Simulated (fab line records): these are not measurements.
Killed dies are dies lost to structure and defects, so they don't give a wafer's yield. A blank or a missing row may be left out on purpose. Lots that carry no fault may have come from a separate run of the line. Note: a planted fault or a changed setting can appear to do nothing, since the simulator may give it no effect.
Chamber matching	flow sfq_line	cmp-02 running SFQ_TRILAYER_I6_CMP_CMP_166: 4 sister chambers
The step polishes SiO2. 4 wafers are shown with their chamber, then 9 later ones without.

== EACH WAFER AND ITS CHAMBER ==
wafer	chamber	motor_current_A (A)
L309.4	3	10.9
L309.5	0	10.5
L311.5	2	10.0
L311.6	1	10.5

== WAFERS WHOSE CHAMBER IS MISSING ==
wafer	motor_current_A (A)
L313.1	10.4
L313.4	10.1
L313.6	10.6
L314.1	10.2
L314.5	10.3
L314.6	9.3
L315.2	10.0
L315.4	9.7
L315.5	9.9

== CHAMBER TAKEN BY EACH ==
wafer	from the rows above	in truth
L313.1	can't be placed: 0 or 1 or 2 or 3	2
L313.4	can't be placed: 2 or 0 or 1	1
L313.6	can't be placed: 0 or 1 or 3 or 2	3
L314.1	can't be placed: 2 or 0 or 1 or 3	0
L314.5	can't be placed: 0 or 1 or 2 or 3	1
L314.6	can't be placed: 2 or 0 or 1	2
L315.2	can't be placed: 2 or 0 or 1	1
L315.4	can't be placed: 2 or 0 or 1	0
L315.5	can't be placed: 2 or 0 or 1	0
0 of 9 placed correctly. From these rows, 9 cannot be placed; in 9 the true chamber is one of the candidates. 0 placed wrongly.
How it was worked out, from the rows above alone: a wafer's distance from a chamber is the root of the sum, over the readings, of the square of ((its reading less the chamber's mean) divided by the reading's scatter). The wafer belongs to the nearest chamber; if the next one is less than 2 further off, it can't be placed. A chamber's mean is the mean of its shown wafers. The scatter: with one shown wafer a chamber, the root of the mean of the squares of how far each hidden wafer lies from its nearest shown one.
